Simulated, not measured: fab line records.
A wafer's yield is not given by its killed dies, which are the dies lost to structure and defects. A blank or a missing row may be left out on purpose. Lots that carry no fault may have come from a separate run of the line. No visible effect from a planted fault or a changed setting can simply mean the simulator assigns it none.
The tool behind it: which one?	flow gf180mcu	Sampling: 24 lots, 72 wafers, 2 of 602 route steps

## WHAT THE GAUGES READ, wafer by wafer
GF_V1_CD_MEAS_14: the cd target is 260 nm.
lot	measured	on	cdNm (nm)
L074	day 18 02:10	cdSem-02	262.6 262.3 262.8
L075	day 18 10:49	cdSem-01	258.4 260.5 259.1
L076	day 19 08:20	cdSem-02	259.9 260.2 260.1
L078	day 19 15:41	cdSem-01	260.9 261.0 261.0
L077	day 19 18:42	cdSem-01	260.0 260.6 259.6
L079	day 20 04:46	cdSem-01	259.3 259.5 259.8
L080	day 20 12:31	cdSem-01	259.9 258.7 258.8
L081	day 20 23:17	cdSem-02	260.2 258.9 260.5
L082	day 21 05:31	cdSem-02	259.6 260.6 260.6
L083	day 21 11:14	cdSem-01	261.6 261.7 260.1
L084	day 22 00:25	cdSem-01	260.7 259.5 261.1
L085	day 22 04:38	cdSem-02	260.3 258.7 258.8
L086	day 22 15:59	cdSem-02	261.1 259.6 260.1
L087	day 23 02:26	cdSem-01	260.5 261.0 260.9
L089	day 23 18:14	cdSem-02	258.7 258.5 258.2
L088	day 23 20:13	cdSem-01	262.1 262.0 262.3
L090	day 24 03:13	cdSem-01	260.4 259.7 260.9
L091	day 24 06:01	cdSem-02	258.3 258.4 257.7
L092	day 24 13:04	cdSem-01	260.4 260.7 261.2
L093	day 25 01:02	cdSem-02	260.3 258.9 259.7
L094	day 25 09:53	cdSem-01	258.4 258.9 258.6
L095	day 25 10:58	cdSem-02	260.3 261.7 261.4
L096	day 25 20:01	cdSem-01	262.3 260.0 261.0
L097	day 25 22:19	cdSem-01	256.9 259.1 257.4

GF_M3_RS_MEAS_05: a four-point-probe measurement.
lot	measured	on	M3_ALCU_RS (ohm/sq)
L074	day 20 07:46	filmMetro-02	0.0678 0.0690 0.0700
L075	day 20 17:13	filmMetro-01	0.0701 0.0685 0.0697
L076	day 21 13:59	filmMetro-02	0.0677 0.0688 0.0690
L078	day 21 20:03	filmMetro-04	0.0680 0.0700 0.0689
L077	day 22 00:55	filmMetro-02	0.0692 0.0686 0.0698
L079	day 22 08:29	filmMetro-01	0.0704 0.0692 0.0703
L080	day 22 17:21	filmMetro-01	0.0684 0.0689 0.0690
L081	day 23 03:08	filmMetro-01	0.0677 0.0690 0.0690
L082	day 23 07:09	filmMetro-01	0.0708 0.0687 0.0703
L083	day 23 14:23	filmMetro-02	0.0697 0.0683 0.0696
L084	day 24 02:13	filmMetro-04	0.0716 0.0708 0.0725
L085	day 24 06:28	filmMetro-02	0.0700 0.0686 0.0697
L086	day 24 17:32	filmMetro-01	0.0688 0.0697 0.0691
L087	day 25 03:29	filmMetro-01	0.0691 0.0683 0.0695
L089	day 25 18:38	filmMetro-04	0.0701 0.0710 0.0687
L088	day 25 21:17	filmMetro-04	0.0687 0.0677 0.0675
L090	day 26 03:28	filmMetro-01	0.0678 0.0682 0.0674
L091	day 26 05:43	filmMetro-01	0.0703 0.0694 0.0697
L092	day 26 12:14	filmMetro-02	0.0696 0.0698 0.0704
L093	day 27 00:11	filmMetro-02	0.0700 0.0685 0.0688
L094	day 27 08:13	filmMetro-01	0.0686 0.0702 0.0699
L095	day 27 09:18	filmMetro-04	0.0690 0.0699 0.0700
L096	day 27 17:55	filmMetro-04	0.0690 0.0689 0.0679
L097	day 27 19:07	filmMetro-02	0.0699 0.0692 0.0688

## TOOL THAT RAN EACH LOT (tool first, then ch and the chambers of the sampled wafers, then the start)
No process step before these readings appears in the record.

## AS READ BY THE TOOLS THEMSELVES (means over the sampled wafers that have a number; for cases with no such wafer, the mark the record gives instead)
The record holds no such reading with a usual standard deviation.

## THE ANSWER, worked out from the rows above alone
Rule: the lots themselves supply what counts as usual. The widest of any qualifying gaps counts: lots, ordered by their means at a reading, are off when they make up no more than a third of the lots, leave a main group of 4 or more, and stand apart from it by 3 or more times the standard deviation of that group's means. The tables above print the reading to a certain number of digits; a main group whose means all agree to those digits is not used. A lot without any number at a reading at which 4 lots or more have one is off too. The other lots that the step has rows for count as sound. After the gauges, taken in route order, come the tools' own readings; for these a lot's mean is taken, as printed above. At the first step where some lot is off, the reading lying furthest off is the one used; lots without a number count as furthest.
None of the lots is off at any reading shown; this tells nothing.

## WHAT HAD BEEN PUT IN BY THE SIMULATOR
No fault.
